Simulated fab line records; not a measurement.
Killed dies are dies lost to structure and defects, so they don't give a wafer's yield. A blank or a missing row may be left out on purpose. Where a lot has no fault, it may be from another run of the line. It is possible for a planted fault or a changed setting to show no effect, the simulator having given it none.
Problem report in the 8D (eight disciplines) form, filled by code :: flow gf180mcu :: the parts of the form that need people (team, actions taken, sign-off) are left out

## 1. WHAT IS WRONG
developer_temp_C at GF_MVSD_DEVELOP_06 reads a mean of 20.65 C on 6 wafers of 2 lots; wafers without a fault read 22.99 C with a standard deviation of 0.11. Relative to the usual mean, that is a shift of -21 standard deviations.
The step: develop time 60 s.
The first sign was on wafer L820.1 at day 7 09:00, on litho_track-03. Wafers with a number at this step in the record: 42, from 14 lots. The rule behind "out" and "out of limits": a value lying over 4 standard deviations away from the usual mean. All remaining wafers that have a number are taken as sound.

## 2. WHAT IT IS, AND WHAT IT ISN'T
question: which readings at this step
is: developer_temp_C
is not: -

question: which lots
is: L820, L822
is not: L808, L809, L810, L811, L812, L816, L817, L821, L825, L827, L828, L831

question: which wafers of those lots
is: all that have a number
is not: -

question: read on which tools
is: litho_track-03
is not: litho_track-01, litho_track-04

question: when
is: from day 7 09:00
is not: up to then (21 sound wafers); but 15 sound wafers of L821, L825, L827, L828, L831 came after

## 3. SUSPECTS, AND WHAT RULES EACH OUT
Counting: a tool at any process step up to the reading remains a suspect when it ran all the lots that are out and ran no sound lot after the first of those.
- litho_track-03 at GF_MVSD_DEVELOP_06 (develop time 60 s): kept. It ran every lot that is out, first L820 (day 7 09:00), and no sound lot after that; its last sound lot up to then is L817 (day 6 14:00). On those wafers its own readings are out: developer_temp_C.
Remaining after the count: litho_track-03 at GF_MVSD_DEVELOP_06.

## 4. THE CAUSE (what the simulator had put in)
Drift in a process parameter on litho_track-03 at GF_MVSD_DEVELOP_06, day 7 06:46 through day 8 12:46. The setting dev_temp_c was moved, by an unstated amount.
Only this tool survived the counting.

## 5. THE CHAIN OF EFFECTS, in route order
Each row: a reading where the mean over the struck wafers with a number is more than 3 standard deviations away from the usual. Only readings whose record carries a usual standard deviation are examined. hours: median over the lots of the time between each lot's start at the first step of this table that gives one and its start at this step. sigmas: the change, counted in usual standard deviations.
hours: 0
step: GF_MVSD_DEVELOP_06
reading: developer_temp_C
usual: 22.99 C
on struck wafers: 20.65
change: -2.34
sigmas: -21
It contains these process steps:
- GF_MVSD_DEVELOP_06: develop time 60 s.
Later steps that measure or inspect, where all struck wafers having a row at the step show a number for every such reading and not one has moved that far: GF_VT_IMPLANT_RS_MEAS_46, GF_VT_IMPLANT_RS_MEAS_48.

## 6. WHAT WOULD HAVE CAUGHT IT SOONER
First out-of-limits reading in this record: day 7 09:00, which is 2 hours after fault onset at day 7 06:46.
